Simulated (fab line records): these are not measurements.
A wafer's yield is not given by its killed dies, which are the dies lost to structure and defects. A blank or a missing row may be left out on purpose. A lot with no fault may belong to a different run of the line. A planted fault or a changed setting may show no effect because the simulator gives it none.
Which tool did it? / flow sfq_line / 40 wafers from 14 lots sampled at 3 of the route's 325 steps

## WHAT THE GAUGES SHOWED, per wafer
SFQ_M8_RS_MEAS_949: uses a four-point probe to measure. Usual: M8_AU_RS typically reads 0.1537 ohm/sq, with standard deviation 0.002.
lot=L971; measured=day 70 03:29; on=film_metro-02; M8_AU_RS (ohm/sq)=0.1561 0.1543 0.1542; flag=
lot=L972; measured=day 70 11:53; on=film_metro-01; M8_AU_RS (ohm/sq)=0.1535 0.1531 0.1554; flag=
lot=L973; measured=day 70 13:04; on=film_metro-01; M8_AU_RS (ohm/sq)=0.1586 0.1549 0.1526; flag=
lot=L974; measured=day 70 17:52; on=film_metro-04; M8_AU_RS (ohm/sq)=0.1547 0.1538 0.1552; flag=
lot=L976; measured=day 71 13:49; on=film_metro-02; M8_AU_RS (ohm/sq)=0.1522 0.1548 0.1554; flag=
lot=L977; measured=day 71 21:02; on=film_metro-02; M8_AU_RS (ohm/sq)=0.1537 0.1575 0.1579; flag=
lot=L979; measured=day 72 04:15; on=film_metro-01; M8_AU_RS (ohm/sq)=0.1572 0.1507 0.1572; flag=
lot=L980; measured=day 72 05:25; on=film_metro-02; M8_AU_RS (ohm/sq)=0.1539 0.1544 0.1552; flag=
lot=L983; measured=day 73 04:20; on=film_metro-01; M8_AU_RS (ohm/sq)=0.1091 0.1513 0.1088 0.1513; flag=OFF
lot=L987; measured=day 73 23:58; on=film_metro-01; M8_AU_RS (ohm/sq)=0.1101 0.1092 0.1104 0.1093; flag=OFF
lot=L990; measured=day 77 05:20; on=film_metro-02; M8_AU_RS (ohm/sq)=0.1553 0.1544 0.1533; flag=
lot=L991; measured=day 77 10:10; on=film_metro-02; M8_AU_RS (ohm/sq)=0.1529 0.1546 0.1547; flag=
lot=L993; measured=day 77 12:36; on=film_metro-01; M8_AU_RS (ohm/sq)=0.1505 0.1501 0.1524; flag=
lot=L994; measured=day 77 17:22; on=film_metro-04; M8_AU_RS (ohm/sq)=0.1547 0.1547 0.1535; flag=

SFQ_M8_THK_MEAS_950: measures by xrf. Usual: M8_AU_THK typically reads 176.5 nm, with standard deviation 2.3.
lot=L971; measured=day 70 03:35; on=film_metro-02; M8_AU_THK (nm)=174.3 175.8 176.0; flag=
lot=L972; measured=day 70 11:59; on=film_metro-01; M8_AU_THK (nm)=177.2 176.7 174.0; flag=
lot=L973; measured=day 70 13:11; on=film_metro-01; M8_AU_THK (nm)=170.5 175.3 176.6; flag=
lot=L974; measured=day 70 17:59; on=film_metro-04; M8_AU_THK (nm)=177.0 176.9 176.5; flag=
lot=L976; measured=day 71 13:56; on=film_metro-02; M8_AU_THK (nm)=178.3 175.2 174.0; flag=
lot=L977; measured=day 71 21:08; on=film_metro-02; M8_AU_THK (nm)=177.0 173.0 172.0; flag=
lot=L979; measured=day 72 04:21; on=film_metro-01; M8_AU_THK (nm)=171.5 178.9 171.3; flag=
lot=L980; measured=day 72 05:32; on=film_metro-02; M8_AU_THK (nm)=176.3 174.6 174.3; flag=
lot=L983; measured=day 73 10:16; on=film_metro-01; M8_AU_THK (nm)=246.2 178.5 246.5 178.6; flag=OFF
lot=L987; measured=day 74 05:22; on=film_metro-01; M8_AU_THK (nm)=244.1 246.0; flag=OFF
lot=L990; measured=day 77 05:28; on=film_metro-02; M8_AU_THK (nm)=174.7 175.8 177.1; flag=
lot=L991; measured=day 77 10:16; on=film_metro-02; M8_AU_THK (nm)=177.1 175.8 176.5; flag=
lot=L993; measured=day 77 12:41; on=film_metro-01; M8_AU_THK (nm)=179.7 180.7 176.7; flag=
lot=L994; measured=day 77 17:28; on=film_metro-04; M8_AU_THK (nm)=175.9 176.5 177.6; flag=

## WHICH TOOL RAN EACH LOT (tool, then ch and the chambers of the sampled wafers, then the start)
lot=L971; SFQ_TRILAYER_M8_DEP_EVAP_196=pvd_sputter-01, day 70 02:56
lot=L972; SFQ_TRILAYER_M8_DEP_EVAP_196=pvd_sputter-02, day 70 11:20
lot=L973; SFQ_TRILAYER_M8_DEP_EVAP_196=pvd_sputter-01, day 70 12:32
lot=L974; SFQ_TRILAYER_M8_DEP_EVAP_196=pvd_sputter-02, day 70 17:20
lot=L976; SFQ_TRILAYER_M8_DEP_EVAP_196=pvd_sputter-02, day 71 13:17
lot=L977; SFQ_TRILAYER_M8_DEP_EVAP_196=pvd_sputter-01, day 71 20:29
lot=L979; SFQ_TRILAYER_M8_DEP_EVAP_196=pvd_sputter-01, day 72 03:41
lot=L980; SFQ_TRILAYER_M8_DEP_EVAP_196=pvd_sputter-02, day 72 04:53
lot=L983; SFQ_TRILAYER_M8_DEP_EVAP_196=pvd_sputter-01, day 73 03:47
lot=L987; SFQ_TRILAYER_M8_DEP_EVAP_196=pvd_sputter-01, day 73 23:26
lot=L990; SFQ_TRILAYER_M8_DEP_EVAP_196=pvd_sputter-02, day 77 04:49
lot=L991; SFQ_TRILAYER_M8_DEP_EVAP_196=pvd_sputter-01, day 77 09:37
lot=L993; SFQ_TRILAYER_M8_DEP_EVAP_196=pvd_sputter-01, day 77 12:01
lot=L994; SFQ_TRILAYER_M8_DEP_EVAP_196=pvd_sputter-02, day 77 16:49
- SFQ_TRILAYER_M8_DEP_EVAP_196: material Au, target thk 180 nm, time 900 s.

## WHAT THE TOOLS THEMSELVES READ (means of the sampled wafers that have a number; where no wafer has one, the mark that the record gives instead)
The record holds no such reading with a usual standard deviation.

## THE ANSWER, worked out from the rows above alone
Rule: a lot counts as off when the mean over its wafers that have a number is more than 3 standard deviations away from the usual mean. A lot without any number at a reading at which 4 lots or more have one is off too. The other lots that the step has rows for count as sound. First the gauges in route order, then the tools' own readings, where a lot's mean is used as printed above. The first step at which some lot is off is used, and at that step the reading that is off furthest; a lot without a number counts as furthest.
Off: L983, L987, seen at SFQ_M8_RS_MEAS_949 (M8_AU_RS).
A tool fits if, at a process step before that reading, it ran every lot that is off, and no sound lot after the first of them. Those tools and the gauges at SFQ_M8_RS_MEAS_949 are tried in the same way. None of those tried fits.

## WHAT THE SIMULATOR PUT IN
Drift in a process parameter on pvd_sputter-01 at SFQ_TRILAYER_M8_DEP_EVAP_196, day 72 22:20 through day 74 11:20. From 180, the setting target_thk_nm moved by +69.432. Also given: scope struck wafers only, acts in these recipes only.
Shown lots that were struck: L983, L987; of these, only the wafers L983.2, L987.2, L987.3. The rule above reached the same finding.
